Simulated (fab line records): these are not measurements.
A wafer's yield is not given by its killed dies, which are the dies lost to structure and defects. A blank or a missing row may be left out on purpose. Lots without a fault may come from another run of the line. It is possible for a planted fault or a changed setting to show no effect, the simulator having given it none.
The tool behind it: which one? | flow sky130 | 12 lots, 36 wafers sampled, at 5 steps of a route of 708

## WHAT THE GAUGES READ, wafer by wafer
SKY_VT_ADJUST_LVTN_OVL_MEAS_07. Usual: VT_ADJUST_LVTN_OVL 0.2 nm, standard deviation 1.5.
lot  | measured     | on         | VT_ADJUST_LVTN_OVL (nm) | flag
L303 | day 7 13:28  | overlay-02 | -1.7 0.3 0.3            |
L305 | day 8 03:48  | overlay-01 | -1.8 -1.2 1.1           |
L310 | day 9 08:49  | overlay-01 | 1.2 0.6 1.6             |
L311 | day 9 22:26  | overlay-02 | -1.4 -0.5 -2.1          |
L312 | day 10 04:16 | overlay-01 | 2.9 0.3 0.6             |
L313 | day 10 10:41 | overlay-02 | 2.4 -0.2 1.3            |
L314 | day 10 15:40 | overlay-01 | 3.1 2.2 2.1             |
L316 | day 11 04:20 | overlay-01 | 1.6 0.8 -1.4            |
L317 | day 11 11:21 | overlay-02 | -0.9 0.3 -0.7           |
L320 | day 12 01:08 | overlay-01 | -2.7 -1.6 -1.3          |
L322 | day 12 12:44 | overlay-02 | 0.5 -0.8 0.4            |
L323 | day 12 21:01 | overlay-02 | 0.9 -0.3 -1.2           |

SKY_GATE_OXIDE_TW_MEAS_14. Usual: GATE_OXIDE_TW 223.3, standard deviation 1.6.
lot  | measured     | on            | GATE_OXIDE_TW     | flag
L303 | day 14 19:06 | film-metro-01 | 222.4 224.3 222.9 |
L305 | day 15 09:52 | film-metro-03 | 226.1 223.9 225.2 |
L310 | day 16 22:28 | film-metro-03 | 224.3 224.4 224.1 |
L311 | day 17 20:41 | film-metro-03 | 224.5 223.0 225.2 |
L312 | day 18 00:52 | film-metro-02 | 220.5 220.1 220.4 |
L313 | day 18 09:22 | film-metro-01 | 221.9 222.4 223.5 |
L314 | day 18 15:43 | film-metro-01 | 221.8 222.4 223.2 |
L316 | day 19 08:12 | film-metro-03 | 224.3 223.3 223.0 |
L317 | day 19 22:30 | film-metro-01 | 214.0 213.3 213.5 | OFF
L320 | day 20 13:13 | film-metro-02 | 220.2 219.9 221.1 |
L322 | day 21 03:08 | film-metro-01 | 213.9 213.3 213.2 | OFF
L323 | day 21 15:43 | film-metro-01 | 222.0 220.3 222.8 |

## EACH LOT AND THE TOOL THAT RAN IT (in order: tool; ch and the chambers of the sampled wafers; start)
lot  | SKY_NWELL_RTA_28                 | SKY_VT_ADJUST_LVTN_STRIP_09          | SKY_GATE_OXIDE_IMPLANT_11
L303 | rtp-anneal-01 ch 0, day 5 22:10  | plasma-asher-02 ch 0,1, day 7 13:38  | implanter-04 ch 0, day 14 18:44
L305 | rtp-anneal-01 ch 0, day 6 11:57  | plasma-asher-03 ch 0,1, day 8 04:01  | implanter-01 ch 0, day 15 09:32
L310 | rtp-anneal-02 ch 0, day 7 15:29  | plasma-asher-03 ch 0,1, day 9 08:59  | implanter-04 ch 0, day 16 22:08
L311 | rtp-anneal-01 ch 0, day 8 03:09  | plasma-asher-02 ch 0,1, day 9 22:38  | implanter-01 ch 0, day 17 20:22
L312 | rtp-anneal-02 ch 0, day 8 09:00  | plasma-asher-03 ch 0,1, day 10 04:28 | implanter-04 ch 0, day 18 00:31
L313 | rtp-anneal-01 ch 0, day 8 15:16  | plasma-asher-01 ch 0,1, day 10 10:53 | implanter-01 ch 0, day 18 09:04
L314 | rtp-anneal-02 ch 0, day 8 20:58  | plasma-asher-01 ch 0,1, day 10 15:52 | implanter-03 ch 0, day 18 15:22
L316 | rtp-anneal-01 ch 0, day 9 07:32  | plasma-asher-03 ch 0,1, day 11 04:31 | implanter-01 ch 0, day 19 07:52
L317 | rtp-anneal-02 ch 0, day 9 14:10  | plasma-asher-02 ch 1, day 11 11:32   | implanter-01 ch 0, day 19 22:07
L320 | rtp-anneal-02 ch 0, day 10 03:31 | plasma-asher-01 ch 0,1, day 12 01:19 | implanter-04 ch 0, day 20 12:52
L322 | rtp-anneal-02 ch 0, day 10 13:32 | plasma-asher-01 ch 0,1, day 12 12:56 | implanter-01 ch 0, day 21 02:49
L323 | rtp-anneal-01 ch 0, day 10 21:14 | plasma-asher-01 ch 0,1, day 12 21:11 | implanter-04 ch 0, day 21 15:23
- SKY_NWELL_RTA_28: time 30 s.
- SKY_VT_ADJUST_LVTN_STRIP_09: strips in O2/N2.
- SKY_GATE_OXIDE_IMPLANT_11

## WHAT THE TOOLS THEMSELVES READ (means of the sampled wafers that have a number; where no wafer has one, the mark that the record gives instead)
SKY_NWELL_RTA_28. Usual: lamp-power-pct 25.31 %, standard deviation 0.049; wafer_temp_C_max 1054.9, standard deviation 1.1.
lot  | tool          | lamp-power-pct (%) | wafer_temp_C_max | flag
L303 | rtp-anneal-01 | 25.30              | 1054.4           |
L305 | rtp-anneal-01 | 25.28              | 1055.4           |
L310 | rtp-anneal-02 | 25.32              | 1055.5           |
L311 | rtp-anneal-01 | 25.33              | 1054.4           |
L312 | rtp-anneal-02 | 25.28              | 1055.7           |
L313 | rtp-anneal-01 | 25.37              | 1055.7           |
L314 | rtp-anneal-02 | 25.34              | 1055.9           |
L316 | rtp-anneal-01 | 25.31              | 1056.0           |
L317 | rtp-anneal-02 | 25.34              | 1055.3           |
L320 | rtp-anneal-02 | 25.36              | 1056.1           |
L322 | rtp-anneal-02 | 25.35              | 1054.7           |
L323 | rtp-anneal-01 | 25.29              | 1055.4           |

SKY_VT_ADJUST_LVTN_STRIP_09. Usual: drypump-motor-current-A 5.55 A, standard deviation 0.29; o2-flow-sccm 3001 sccm, standard deviation 8.4; oes-product-au 0.723 a.u., standard deviation 0.0043; strip-time-to-endpoint-s 36.97 s, standard deviation 0.12.
lot  | tool            | drypump-motor-current-A (A) | o2-flow-sccm (sccm) | oes-product-au (a.u.) | strip-time-to-endpoint-s (s) | flag
L303 | plasma-asher-02 | 5.50                        | 2996                | 0.724                 | 37.01                        |
L305 | plasma-asher-03 | 5.33                        | 3001                | 0.724                 | 37.06                        |
L310 | plasma-asher-03 | 5.62                        | 3000                | 0.723                 | 36.90                        |
L311 | plasma-asher-02 | 5.38                        | 3003                | 0.724                 | 36.86                        |
L312 | plasma-asher-03 | 5.33                        | 2997                | 0.728                 | 37.03                        |
L313 | plasma-asher-01 | 5.69                        | 3004                | 0.722                 | 36.95                        |
L314 | plasma-asher-01 | 5.69                        | 2994                | 0.722                 | 37.05                        |
L316 | plasma-asher-03 | 5.61                        | 3009                | 0.723                 | 36.86                        |
L317 | plasma-asher-02 | 5.25                        | 3007                | 0.722                 | 36.92                        |
L320 | plasma-asher-01 | 5.67                        | 3005                | 0.726                 | 37.06                        |
L322 | plasma-asher-01 | 5.69                        | 3008                | 0.720                 | 37.11                        |
L323 | plasma-asher-01 | 5.68                        | 3008                | 0.723                 | 37.09                        |

SKY_GATE_OXIDE_IMPLANT_11. Usual: beam-energy-keV 10.000, standard deviation 0.0031; end-station-pressure-torr 5.01e-06 Torr, standard deviation 2.7e-07.
lot  | tool         | beam-energy-keV | end-station-pressure-torr (Torr) | flag
L303 | implanter-04 | 9.999           | 4.78e-06                         |
L305 | implanter-01 | 10.003          | 4.95e-06                         |
L310 | implanter-04 | 9.999           | 5.03e-06                         |
L311 | implanter-01 | 10.004          | 5.01e-06                         |
L312 | implanter-04 | 10.002          | 5.09e-06                         |
L313 | implanter-01 | 10.003          | 4.95e-06                         |
L314 | implanter-03 | 9.999           | 4.83e-06                         |
L316 | implanter-01 | 9.999           | 5.27e-06                         |
L317 | implanter-01 | 8.369           | 5.00e-06                         | OFF
L320 | implanter-04 | 10.004          | 5.10e-06                         |
L322 | implanter-01 | 8.368           | 5.02e-06                         | OFF
L323 | implanter-04 | 10.003          | 4.82e-06                         |

## THE ANSWER, worked out from the rows above alone
Rule: a lot counts as off when the mean over its wafers that have a number is more than 3 standard deviations away from the usual mean. Also off: a lot with no number at a reading for which 4 or more lots have one. The other lots that the step has rows for count as sound. First the gauges in route order, then the tools' own readings, where a lot's mean is used as printed above. The first step at which some lot is off is used, and at that step the reading that is off furthest; a lot without a number counts as furthest.
Off: at SKY_GATE_OXIDE_TW_MEAS_14 (GATE_OXIDE_TW), L317, L322.
If a tool, at a process step before that reading, ran all the lots that are off and no sound lot after the first of them, it fits. The gauges at SKY_GATE_OXIDE_TW_MEAS_14 aren't tried: what is off there is off at SKY_GATE_OXIDE_IMPLANT_11 too, on other tools, and a gauge's error can't cause that. One candidate fits, namely implanter-01 at SKY_GATE_OXIDE_IMPLANT_11. Its last sound lot is L316 (day 19 07:52), its first lot that is off L317 (day 19 22:07): a fault that began between those two fits.
On the lots that are off, the tool's own readings at SKY_GATE_OXIDE_IMPLANT_11 differ by more than 5 times the standard deviation of the sound lots' means, which bears it out; beam-energy-keV reads 8.369 there versus 10.002 on the sound lots.

## WHAT HAD BEEN PUT IN BY THE SIMULATOR
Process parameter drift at SKY_GATE_OXIDE_IMPLANT_11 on implanter-01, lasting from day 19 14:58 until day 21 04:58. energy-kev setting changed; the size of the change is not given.
Struck lots among those shown: L317, L322. The rule given above showed the same thing.
